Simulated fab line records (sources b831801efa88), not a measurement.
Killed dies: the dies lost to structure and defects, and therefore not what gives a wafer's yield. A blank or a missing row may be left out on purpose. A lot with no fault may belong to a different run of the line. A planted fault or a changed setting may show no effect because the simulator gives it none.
Code-filled problem report in 8D (eight disciplines) form	flow sfq_line	the parts of the form that need people (team, actions taken, sign-off) are left out

1. PROBLEM STATEMENT
Mean of run_length_s at SFQ_TRILAYER_I3_VIA_BARC_OPEN_VIA_ETCH_121: 72.4 s across 3 wafers in 3 lots; on wafers with no fault it is 69.9 s (standard deviation 0.45). Relative to the usual mean, that is a shift of +5.6 standard deviations.
The step: etches BARC in O2, target depth 125 nm, time 41.7 s.
First observed at day 56 23:58: wafer L753.6, on rie_diel-04. The record has a number at this step for 44 wafers belonging to 15 lots. By rule, "out" or "out of limits" means more than 4 standard deviations away from the usual mean. All remaining wafers that have a number are taken as sound.

2. WHAT THIS IS AND IS NOT
question	is	is not
which readings at this step	run_length_s	drypump_motor_current_A
which lots	L753, L755, L758	L740, L741, L742, L745, L746, L747, L748, L749, L750, L751, L760, L762
which wafers of those lots	L753.6, L755.6, L758.1	L753.3, L753.4, L755.3, L755.5, L758.5
read on which tools	rie_diel-04	rie_diel-02, rie_diel-03
when	from day 56 23:58	up to then (32 sound wafers); but 9 sound wafers of L755, L758, L760, L762 came after

3. THE SUSPECTS, EACH WITH WHAT RULES IT OUT
Counting: if a tool at a process step up to the reading ran every lot that is out, it stays a suspect. Sound lots after the first of them don't rule it out here, since some wafers of a struck lot are sound.
- rie_diel-04 at SFQ_TRILAYER_I3_VIA_BARC_OPEN_VIA_ETCH_121 (etches BARC in O2, target depth 125 nm, time 41.7 s): kept. It processed each lot that is out (first: L753, day 56 23:58); up to then, its last sound lot is L751 (day 56 19:10). On those wafers its own readings are out: run_length_s.
After counting, what remains is rie_diel-04 at SFQ_TRILAYER_I3_VIA_BARC_OPEN_VIA_ETCH_121.

4. THE CAUSE (what the simulator had put in)
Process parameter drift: rie_diel-04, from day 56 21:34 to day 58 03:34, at SFQ_TRILAYER_I3_VIA_BARC_OPEN_VIA_ETCH_121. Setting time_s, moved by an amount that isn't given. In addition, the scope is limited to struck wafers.
After counting, this tool was the only one left.

5. SEQUENCE OF EFFECTS, ordered by route
Each row: a reading where the mean over the struck wafers with a number is more than 3 standard deviations away from the usual. Scope: only readings with a usual standard deviation given in the record; hours: median across lots of the time from each lot's start at the first step in this table that gives one to its start at this step; sigmas: change in usual standard deviations.
hours	step	reading	usual	on struck wafers	change	sigmas
0	SFQ_TRILAYER_I3_VIA_BARC_OPEN_VIA_ETCH_121	oes_product_au	0.686 a.u.	0.665	-0.021	-4.1
0	SFQ_TRILAYER_I3_VIA_BARC_OPEN_VIA_ETCH_121	run_length_s	69.9 s	72.4	+2.5	+5.6
Here are the process steps it includes:
- SFQ_TRILAYER_I3_VIA_BARC_OPEN_VIA_ETCH_121: etches BARC in O2, target depth 125 nm, time 41.7 s.

6. HOW IT WOULD HAVE BEEN CAUGHT EARLIER
In this record the first reading out of limits was taken at day 56 23:58, 2 hours after the fault began at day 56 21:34.
